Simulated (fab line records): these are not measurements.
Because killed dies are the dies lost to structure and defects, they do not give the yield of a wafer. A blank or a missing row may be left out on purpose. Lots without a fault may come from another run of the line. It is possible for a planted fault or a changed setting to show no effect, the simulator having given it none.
Which of the tools did it? + flow sky130 + 32 wafers from 11 lots sampled at 4 of the route's 708 steps

## WHAT THE GAUGES READ, wafer by wafer
SKY_VIA1_THK_MEAS_01.
| lot  | measured     | on           | VIA1_HDPCVD_THK (nm) |
|------|--------------|--------------|----------------------|
| L141 | day 32 11:06 | filmMetro-02 | 1019 1029 1041       |
| L142 | day 32 23:29 | filmMetro-04 | 1009 1019 1024       |
| L144 | day 34 14:13 | filmMetro-02 | 1017 1025 1006       |
| L143 | day 34 16:52 | filmMetro-03 | 1025 1024 1025       |
| L146 | day 34 17:33 | filmMetro-04 | 1041 1049 1036       |
| L148 | day 35 03:28 | filmMetro-03 | 1014 1041 1030       |
| L149 | day 35 04:36 | filmMetro-02 | 1034 1048 1029       |
| L151 | day 36 02:02 | filmMetro-02 | 1013 1029 1023       |
| L152 | day 36 14:44 | filmMetro-03 | 1010 1017 1014       |
| L153 | day 37 03:07 | filmMetro-03 | 726 1042 730         |
| L155 | day 37 08:20 | filmMetro-02 | 737 737              |

## WHAT TOOL EACH LOT RAN ON (gives the tool, then ch and the chambers of the sampled wafers, and finally the start)
| lot  | SKY_LOCAL_INTERCONNECT_ETCH_13   | SKY_METAL1_SPUTTER_01       | SKY_VIA1_HDPCVD_00               |
|------|----------------------------------|-----------------------------|----------------------------------|
| L141 | rieMetal-03 ch 0,1, day 29 23:04 | pvdSputter-02, day 31 06:19 | hdpcvd-01 ch 0,1,2, day 32 10:59 |
| L142 | rieMetal-03 ch 0,1, day 30 12:59 | pvdSputter-04, day 31 19:55 | hdpcvd-02 ch 0,1,2, day 32 23:22 |
| L144 | rieMetal-02 ch 1, day 32 06:10   | pvdSputter-04, day 33 11:02 | hdpcvd-01 ch 0,2, day 34 14:06   |
| L143 | rieMetal-02 ch 1, day 32 07:08   | pvdSputter-02, day 33 13:00 | hdpcvd-02 ch 0,1,2, day 34 16:44 |
| L146 | rieMetal-01 ch 0,1, day 32 07:14 | pvdSputter-01, day 33 13:05 | hdpcvd-01 ch 1,2, day 34 17:26   |
| L148 | rieMetal-02 ch 1, day 32 18:07   | pvdSputter-02, day 34 00:06 | hdpcvd-02 ch 0,1, day 35 03:22   |
| L149 | rieMetal-01 ch 0,1, day 32 19:27 | pvdSputter-02, day 34 00:59 | hdpcvd-02 ch 0,1,2, day 35 04:29 |
| L151 | rieMetal-01 ch 0,1, day 33 17:22 | pvdSputter-04, day 34 22:42 | hdpcvd-01 ch 1,2, day 36 01:55   |
| L152 | rieMetal-01 ch 0,1, day 34 06:04 | pvdSputter-02, day 35 11:25 | hdpcvd-01 ch 1,2, day 36 14:37   |
| L153 | rieMetal-03 ch 0,1, day 34 19:13 | pvdSputter-02, day 35 23:47 | hdpcvd-01 ch 0,1,2, day 37 03:01 |
| L155 | rieMetal-02 ch 0, day 34 23:26   | pvdSputter-04, day 36 05:22 | hdpcvd-01 ch 0,2, day 37 08:15   |
- SKY_LOCAL_INTERCONNECT_ETCH_13: etches BARC in N2/H2, stops on SiO2, time 45.9 s, target depth 60 nm.
- SKY_METAL1_SPUTTER_01: material TiN, target thk 20 nm, time 16.7 s.
- SKY_VIA1_HDPCVD_00: deposits SiO2, target thk 1030 nm, time 171.7 s.

## THE ANSWER, worked out from the rows above alone
Rule: usual is defined by the lots themselves. The widest of any qualifying gaps counts: lots, ordered by their means at a reading, are off when they make up no more than a third of the lots, leave a main group of 4 or more, and stand apart from it by 3 or more times the standard deviation of that group's means. Not used: any main group whose means are identical at the precision the tables above print for the reading. Also off: a lot with no number at a reading for which 4 or more lots have one. The other lots that the step has rows for count as sound.
Off: at SKY_VIA1_THK_MEAS_01 (VIA1_HDPCVD_THK), L153, L155. The main group: mean 1026 nm, standard deviation 9.1.
A tool fits if, at a process step before that reading, it ran every lot that is off, and no sound lot after the first of them. Those tools and the gauges at SKY_VIA1_THK_MEAS_01 are tried in the same way. One candidate fits, namely hdpcvd-01 at SKY_VIA1_HDPCVD_00. Its last sound lot is L152 (day 36 14:37), its first lot that is off L153 (day 37 03:01): a fault that began between those two fits.

## WHAT WAS PUT IN BY THE SIMULATOR
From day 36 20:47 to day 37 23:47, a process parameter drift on hdpcvd-01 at SKY_VIA1_HDPCVD_00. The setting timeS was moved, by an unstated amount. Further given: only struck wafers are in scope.
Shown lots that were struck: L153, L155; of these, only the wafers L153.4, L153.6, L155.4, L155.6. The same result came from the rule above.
